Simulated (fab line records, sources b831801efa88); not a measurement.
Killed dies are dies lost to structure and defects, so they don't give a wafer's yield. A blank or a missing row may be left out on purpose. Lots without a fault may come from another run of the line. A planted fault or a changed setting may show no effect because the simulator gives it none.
One fault seen from 2 desks | flow sky130 | each desk has only its own numbers; what lay behind them comes last

THE TOOL OWNER'S DESK: plasma_asher-02
The tool's own readings at SKY_CAPM_STRIP_14 (strips in O2/N2): means of the sampled wafers that have a number, for each lot that ran on this tool. A lot is out of limits, marked OUT, if its mean lies more than 4 standard deviations from the usual mean; the brackets give that distance.
Columns: A = drypump_motor_current_A at SKY_CAPM_STRIP_14, usual 5.7 A; B = oes_product_au at SKY_CAPM_STRIP_14, usual 0.710 a.u.; C = strip_time_to_endpoint_s at SKY_CAPM_STRIP_14, usual 12.64 s
lot  | first seen here | A   | B     | C
L207 | day 37 04:47    | 5.8 | 0.709 | 12.59
L208 | day 37 11:13    | 6.1 | 0.713 | 12.70
L210 | day 38 09:32    | 5.9 | 0.707 | 12.67
L211 | day 38 17:45    | 5.9 | 0.708 | 12.66
L224 | day 42 06:04    | 5.9 | 0.710 | 12.65
L229 | day 43 18:32    | 5.9 | 0.705 | 12.69
L230 | day 43 19:55    | 6.1 | 0.714 | 12.68
This desk's finding: nothing out of limits on any of the 7 lots.

THE METROLOGY DESK
What the gauges read, lot by lot, whatever tool the lot ran on: means of the sampled wafers that have a number. A lot is out of limits, marked OUT, if its mean lies more than 4 standard deviations from the usual mean; the brackets give that distance.
Columns: A = cd_nm at SKY_VIA3_CD_MEAS_12, usual 200.3 nm
lot  | first seen here | A
L207 | day 39 09:13    | 200.0
L208 | day 39 14:49    | 197.6
L210 | day 40 12:52    | 200.3
L211 | day 40 20:38    | 201.6
L219 | day 43 02:25    | 200.0
L224 | day 44 07:10    | 201.1
L225 | day 44 16:18    | 200.0
L226 | day 44 22:14    | 202.0
L227 | day 45 05:58    | 197.3
L228 | day 45 10:13    | 198.7
L229 | day 45 17:17    | 201.8
L230 | day 45 18:30    | 201.1
This desk's finding: nothing out of limits on any of the 12 lots.

PUT TOGETHER
The tool owner's desk saw nothing out of limits.
The metrology desk saw nothing out of limits.

WHAT THE SIMULATOR HAD PUT IN
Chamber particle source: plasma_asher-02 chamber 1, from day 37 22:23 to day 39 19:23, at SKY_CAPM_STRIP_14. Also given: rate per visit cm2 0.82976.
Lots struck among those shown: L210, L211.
